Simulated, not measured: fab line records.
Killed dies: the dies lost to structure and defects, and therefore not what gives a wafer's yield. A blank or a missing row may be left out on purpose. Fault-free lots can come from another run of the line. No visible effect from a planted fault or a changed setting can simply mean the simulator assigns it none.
Comparing a struck lot with a sound one | flow gf180mcu | 15 out of 602 route steps
Sound: wafers L786.1, L786.2, L786.4. Struck: wafer L790.4 (left out: L790.1, L790.6 of the same lot, which were not struck); the cause appears at the end.
Each step with rows lists, per side, the tool, then ch with its chambers, then its first start. Under that, the readings that differ: sound wafers | struck wafers | difference of the means | sigmas: that difference in standard deviations of wafers without a fault.
alike: same words and numbers on both sides, and readings whose means sit less than 2 such deviations apart. not compared: any withheld reading, any reading some wafer has no value for, any bound like >300 that may hide the same value, and any number with overlapping values for which the record gives no deviation.
A row with sigmas, a row that says differs or no value, or rows on one side alone: a step with any of these is where the two part. Non-overlapping numbers with no deviation appear without sigmas and do not part them. A reading missing from all wafers of one side parts the sides only when that side holds two or more wafers.

first, 1 step without rows for these wafers: GF_V4_SPUTTER_22 (material TiN, target thk 10 nm, time 40 s).
GF_V4_CVD_23: deposits W, target thk 350 nm, time 104.9 s.
  sound on cvd-w-01 ch 0,1, day 28 21:24; struck on cvd-w-02 ch 0, day 29 19:18
  alike: heater-power-w
GF_V4_RS_MEAS_24: the measuring method here is four-point-probe.
  sound on film-metro-04, day 28 21:31; struck on film-metro-03, day 29 19:27
  alike: V4_W_RS
GF_V4_THK_MEAS_25: measures by xrf.
  sound on film-metro-04, day 28 21:38; struck on film-metro-03, day 29 19:34
  reading       | sound       | struck | difference | sigmas
  V4_W_THK (nm) | 352 353 352 | 368    | +16        | +2
GF_V4_CMP_26: polishes, stops on SiO2, t overpolish 15 s, target thk 0 nm.
  sound on cmp-01 ch 0,1,2, day 28 21:51; struck on cmp-01 ch 1, day 29 19:44
  reading              | sound                | struck | difference | sigmas
  overpolish-run-s (s) | 15.003 14.991 14.994 | 14.976 | -0.020     | -2
  alike: motor-current-A, platen-rpm, time-to-endpoint-s
then, 1 step without rows for these wafers: GF_MIM_SPUTTER_00 (material Ti, target thk 37.5 nm, time 150 s).
GF_MIM_SPUTTER_01: material TiN, target thk 30 nm, time 25 s.
  sound on pvd-sputter-04, day 28 22:18; struck on pvd-sputter-03, day 29 20:02
  alike: cathode-dc-power-W, throttle-valve-pct
then, 2 steps without rows for these wafers: GF_MIM_SPUTTER_02 (material AlCu, target thk 450 nm, time 23.9 s); GF_MIM_SPUTTER_03 (material Ti, target thk 10 nm, time 6.7 s).
GF_MIM_SPUTTER_04: material TiN, target thk 50 nm, time 41.7 s.
  sound on pvd-sputter-04, day 28 22:28; struck on pvd-sputter-03, day 29 20:07
  alike: cathode-dc-power-W, throttle-valve-pct
then, 1 step without rows for these wafers: GF_MIM_CVD_05 (deposits Si3N4, target thk 42 nm, time 29.086 s).
GF_MIM_THK_MEAS_06:
  sound on film-metro-01, day 28 22:35; struck on film-metro-03, day 29 20:11
  alike: MIM_CVD_05_THK
GF_MIM_SPUTTER_07: material TiN, target thk 60 nm, time 50 s.
  sound on pvd-sputter-02, day 28 22:38; struck on pvd-sputter-02, day 29 20:14
  reading                                 | sound                | struck | difference | sigmas
  cathode-dc-power-W (W)                  | 6499.6 6500.2 6500.0 | 8020.0 | +1520.1    | +99 or more
  model.TiN_of_MIM_SPUTTER_07.thk-nm (nm) | 60.98 59.85 60.89    | 73.94  | +13.37     |
  alike: throttle-valve-pct
GF_MIM_SPUTTER_08: material AlCu, target thk 200 nm, time 11.03 s.
  sound on pvd-sputter-02, day 28 22:41; struck on pvd-sputter-02, day 29 20:17
  alike: cathode-dc-power-W, throttle-valve-pct
-- the record jumps here: 4 days lie between the struck wafers' starts before and after (it left off in module MIM and takes up again in module PASSIVATION, whose first step shown is number 602 of the route) --
GF_PASSIVATION_PROBE_99:
  rows exist in the record for the struck wafers here (prober-01, day 33 16:21), but not for the sound ones

WHERE THEY PART
Last at GF_PASSIVATION_PROBE_99 as far as this record goes, first at GF_V4_THK_MEAS_25.

WHY: what had been put in by the simulator
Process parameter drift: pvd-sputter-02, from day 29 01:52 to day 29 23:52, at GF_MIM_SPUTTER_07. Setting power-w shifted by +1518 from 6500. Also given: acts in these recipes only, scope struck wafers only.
